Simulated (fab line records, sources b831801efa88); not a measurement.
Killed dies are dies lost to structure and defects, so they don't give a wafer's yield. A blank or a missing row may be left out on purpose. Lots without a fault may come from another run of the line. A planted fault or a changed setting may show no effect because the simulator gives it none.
A struck lot beside a sound one | flow sfq_line | 13 steps out of a route of 325
Sound: wafers L551.1, L551.5, L551.6. Struck: wafers L549.1, L549.2, L549.3. The cause comes at the end.
At each step with rows: each side's tool, then ch and its chambers, then its first start. Under that, the readings that differ: sound wafers | struck wafers | difference of the means | sigmas: that difference in standard deviations of wafers without a fault.
alike: readings whose means differ by less than 2 such deviations, and words and numbers that are the same on both sides. not compared: withheld readings, readings that some wafer has no value for, bounds like >300 that may hide the same value, and numbers for which the record gives no deviation and whose values overlap.
The two part at a step that has a row with sigmas, a row that says differs or no value, or rows on one side only. Numbers that don't overlap but have no deviation are shown without sigmas and don't part them. A reading that every wafer of one side lacks parts them only if that side has two wafers or more.

SFQ_I2_OVL_MEAS_918:
  sound on overlay-01, day 42 06:10; struck on overlay-01, day 41 20:34
  alike: I2_OVL
SFQ_TRILAYER_I2_VIA_BARC_OPEN_VIA_ETCH_096: etches BARC in O2, target depth 125 nm, time 41.7 s.
  sound on rie_diel-02 ch 2,3, day 42 06:12; struck on rie_diel-01 ch 0,2,3, day 41 20:36
  alike: drypump_motor_current_A, oes_product_au
  not compared: rf_hours_counter_h
SFQ_TRILAYER_I2_VIA_ETCH_VIA_ETCH_070: etches SiO2 in CHF3, stops on Nb, target depth 260 nm.
  sound on rie_diel-02 ch 2,3, day 42 06:14; struck on rie_diel-01 ch 0,2,3, day 41 20:38
  alike: drypump_motor_current_A, oes_product_au
SFQ_TRILAYER_I2_VIA_STRIP_STRIP_071: strips in O2.
  sound on rie_metal-01 ch 0,1, day 42 06:22; struck on rie_metal-03 ch 0,1, day 41 20:46
  alike: drypump_motor_current_A, oes_product_au, platen_temp_c
  not compared: rf_hours_counter_h
then, 2 steps without rows for these wafers: SFQ_TRILAYER_I2_VIA_STRIP_SOLV_CLEAN_072 (cleans in NMP, time 600 s); SFQ_TRILAYER_M3_DEP_PRE_CLEAN_074 (time 22.5 s).
SFQ_TRILAYER_M3_DEP_SPUTTER_073: material Nb, target thk 200 nm, time 133.3 s.
  sound on pvd_sputter-06, day 42 07:10; struck on pvd_sputter-06, day 41 21:35
  alike: throttle_valve_pct
SFQ_M3_RS_MEAS_919: measures by four-point-probe.
  sound on film_metro-01, day 42 07:15; struck on film_metro-03, day 41 21:40
  alike: M3_NB_RS
then, 3 steps without rows for these wafers: SFQ_TRILAYER_M3_LITHO_COAT_080 (resist thk 62 nm); SFQ_TRILAYER_M3_LITHO_COAT_075 (resist thk 600 nm); SFQ_TRILAYER_M3_LITHO_SOFTBAKE_079.
-- the record jumps here: 6 days lie between the struck wafers' starts before and after --
SFQ_TRILAYER_M3_LITHO_EXPOSE_076: exposes mask M3, target cd 500 nm.
  sound on krf_scanner-02 ch 0, day 47 21:25; struck on krf_scanner-02, day 47 14:13
  no value came back on the struck wafers for exposure_dose_mJ_cm2, focus_offset_nm (nm), na; on the sound wafers exposure_dose_mJ_cm2 reads 14.406 14.405 14.415
  alike: mask
then, 1 step without rows for these wafers: SFQ_TRILAYER_M3_LITHO_PEB_078 (peb time 60 s).

WHERE THEY PART
Only at SFQ_TRILAYER_M3_LITHO_EXPOSE_076, within this record.

WHY: what the simulator had put in
Skipped step whole: krf_scanner-02, from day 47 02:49 on, at SFQ_TRILAYER_M3_LITHO_EXPOSE_076. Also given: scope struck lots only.
